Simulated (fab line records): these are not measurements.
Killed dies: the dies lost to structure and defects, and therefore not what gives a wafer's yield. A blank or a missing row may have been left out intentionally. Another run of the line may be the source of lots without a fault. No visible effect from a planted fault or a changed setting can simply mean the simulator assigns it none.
fab line records + flow sky130
[record]
- lots = 14
- wafers = 42
- last_day = 50
route steps=708 shown SONOS_TUNNEL@167 PAD_OPEN@708
lots that met no fault: taken from a fault-free run of the same line
start_h: hours from the record's opening day to when the first of the lot's shown wafers began + wait_h: hours since the lot's step before + " unchanged from the row above + L1.1+2: a single row standing in for several wafers + - no value, or no start given + * or withheld: withheld + < > ~ a bound
route shown NAME@n: a module of which the file shows steps, and the number in the route of the first + usual: the fault-free wafers' mean and standard deviation + same: alike in all rows + chamber/n: place in a boat + sites: readings site by site + _std_site: standard deviation of those values + _edge_site: inner sites' mean taken away from outer sites' mean + radius_mm: how far each site lies from the wafer's centre + mask NAME#n: copy n + behind: the tool/chamber that last shaped the wafer + hold: why the lot went on hold/how many hours it stayed there/how the hold came to an end + device: transistor that didn't switch, given as n, p or np + end of line: tests of these same wafers at the route's end + step lacking rows: just its recipe + killed: count of dies lost to structure and defects at first sort (not the wafer's yield) + map: the dies of a wafer, with x for killed, . for not killed, _ for no die there
set.NAME: the setting as run; set.NAME@STEP: as run at that earlier step + model.NAME: the simulator's own value behind a step, which no gauge read
one table for each step of the route and one row for each wafer, over a sample of lots
services: the hour from which a tool's chamber was out of use, counted from the record's first day as start_h (under 0 if before that day), plus the number of hours and why
[[steps]]
[step SKY_SONOS_TUNNEL_CLEAN_13]
[recipe]
- chemistry = dHF
- time_s = 20
- dilution = 100:1
- dry = ipa_marangoni
| lot.wafer  | tool         | chamber | start_h | wait_h |
|------------|--------------|---------|---------|--------|
| L561.3+4+5 | wet_bench-01 | 3       | 248.08  | 0.0    |
| L562.1+5+6 | wet_bench-04 | 3       | 260.00  | 0.1    |
| L563.3+4+6 | wet_bench-01 | 0       | 262.54  | 0.0    |
| L564.1+2+6 | wet_bench-03 | 1       | 266.63  | 0.1    |
| L565.4+5+6 | wet_bench-04 | 2       | 297.13  | 0.0    |
| L566.3+5+6 | wet_bench-01 | 2       | 313.49  | 0.0    |
| L568.2+4+5 | wet_bench-03 | 3       | 320.50  | 0.0    |
| L569.1+2+5 | wet_bench-04 | 3       | 325.58  | 0.1    |
| L572.2+4+5 | wet_bench-01 | 1       | 339.38  | 0.0    |
| L571.1+2+6 | wet_bench-01 | 3       | 344.14  | 0.1    |
| L573.3+4+5 | wet_bench-01 | 3       | 347.53  | 0.0    |
| L578.3+5+6 | wet_bench-01 | 2       | 382.63  | 0.0    |
| L580.1+3+4 | wet_bench-03 | 2       | 405.99  | 0.1    |
| L581.2+4+5 | wet_bench-04 | 0       | 415.62  | 0.0    |
[step SKY_PAD_OPEN_PROBE_99]
[usual]
- killed_at_M0_to_M3 = 43/6.8
- killed_at_M4_up = 3.0/1.8
- killed_at_contacts = 23/5.4
- killed_at_front_end = 15/4.4
- killed_at_other = 0.3/0.51
- killed_dies = 85/9.2
- killed_on_rim = 17/3.7
- killed_open = 47/6.8
- killed_short = 39/6.8
[same]
- gross_dies = 492
- killed_at_back_side = 0
| lot.wafer | tool      | chamber | start_h | wait_h | killed_at_M0_to_M3 | killed_at_M4_up | killed_at_contacts | killed_at_front_end | killed_at_other | killed_dies | killed_on_rim | killed_open | killed_short |
|-----------|-----------|---------|---------|--------|--------------------|-----------------|--------------------|---------------------|-----------------|-------------|---------------|-------------|--------------|
| L573.3    | prober-02 | -       | 1152.39 | 0.2    | 39                 | 4               | 13                 | 48                  | 0               | 104         | 24            | 34          | 44           |
| L573.4    | prober-02 | -       | 1152.44 | 0.2    | 46                 | 3               | 18                 | 33                  | 1               | 101         | 28            | 42          | 40           |
| L573.5    | prober-02 | -       | 1152.49 | 0.2    | 49                 | 3               | 29                 | 47                  | 0               | 128         | 38            | 57          | 42           |
| L578.3    | prober-01 | -       | 1166.34 | 0.2    | 41                 | 4               | 16                 | 63                  | 1               | 125         | 26            | 50          | 30           |
| L578.5    | prober-01 | -       | 1166.44 | 0.2    | 40                 | 1               | 17                 | 56                  | 0               | 114         | 27            | 44          | 27           |
| L578.6    | prober-01 | -       | 1166.49 | 0.2    | 46                 | 2               | 17                 | 64                  | 1               | 130         | 25            | 46          | 38           |
// killed by level:class
L573.3 SONOS_TUNNEL:unspecified=26 VIA1:geometric_particle:open=7 POLY_GATE:geometric_particle:open=6 POLY_GATE:geometric_particle:short=6 VIA2:geometric_particle:open=6 CONTACT:geometric_particle:open=5 FIELD_ISO:geometric_particle:short=4 VIA3:geometric_particle:short=4
L573.4 SONOS_TUNNEL:unspecified=19 VIA2:geometric_particle:open=11 VIA1:geometric_particle:open=8 METAL1:geometric_particle:short=7 LOCAL_INTERCONNECT:geometric_particle:short=5 METAL2:geometric_particle:short=5 POLY_GATE:geometric_particle:open=4 POLY_GATE:geometric_particle:short=4
L573.5 SONOS_TUNNEL:unspecified=29 VIA1:geometric_particle:open=13 CONTACT:geometric_particle:open=9 VIA3:geometric_particle:open=8 LOCAL_INTERCONNECT:geometric_particle:short=7 METAL1:geometric_particle:short=7 LI_CONTACT:geometric_particle:open=6 VIA2:geometric_particle:open=6
L578.3 SONOS_TUNNEL:unspecified=45 VIA1:geometric_particle:open=11 FIELD_ISO:geometric_particle:open=7 LI_CONTACT:geometric_particle:open=6 VIA2:geometric_particle:open=6 VIA1:geometric_particle:short=5 CONTACT:geometric_particle:open=4 METAL1:geometric_particle:short=4
L578.5 SONOS_TUNNEL:unspecified=43 CONTACT:geometric_particle:open=10 FIELD_ISO:geometric_particle:open=6 VIA1:geometric_particle:open=6 METAL2:geometric_particle:short=6 LI_CONTACT:geometric_particle:open=5 VIA2:geometric_particle:open=5 POLY_GATE:geometric_particle:short=4
L578.6 SONOS_TUNNEL:unspecified=46 VIA1:geometric_particle:open=12 VIA3:geometric_particle:open=7 FIELD_ISO:geometric_particle:short=6 VIA2:geometric_particle:open=6 FIELD_ISO:geometric_particle:open=5 CONTACT:geometric_particle:short=5 CONTACT:geometric_particle:open=5
[[services]]
| tool         | chamber | start_h | hours | kind   |
|--------------|---------|---------|-------|--------|
| wet_bench-04 | -       | 224.49  | 1.2   | repair |
| wet_bench-04 | -       | 363.93  | 1.6   | repair |
[[key]]
[first_sign]
- step = SKY_PAD_OPEN_PROBE_99
- reading = killed_at_front_end
- direction = up
- sigmas = 8.2
- usual = 15
- struck = 52
[effect]
- step = SKY_PAD_OPEN_PROBE_99
- reading = killed_dies
- direction = up
- sigmas = 3.5
- usual = 85
- struck = 117
- wafers_moved = 5
met_at SKY_SONOS_TUNNEL_CLEAN_13
struck_lots L573,L578
tester_left_out L573,L578
onset_between 344.14 347.53
[fault]
- kind = chamber_particle_source
- tool = wet_bench-01
- chamber = -
- onset_h = 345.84
- steps = SKY_SONOS_TUNNEL_CLEAN_13
- rate_per_visit_cm2 = 1.4441
- end_h = 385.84
// tester_left_out: of these lots the tester's yield and bins aren't shown, on N5 and GAA mostly nor the transistor test; their killed dies are dies lost to structure and defects alone, not to doping, threshold or leakage, so they don't give the yield
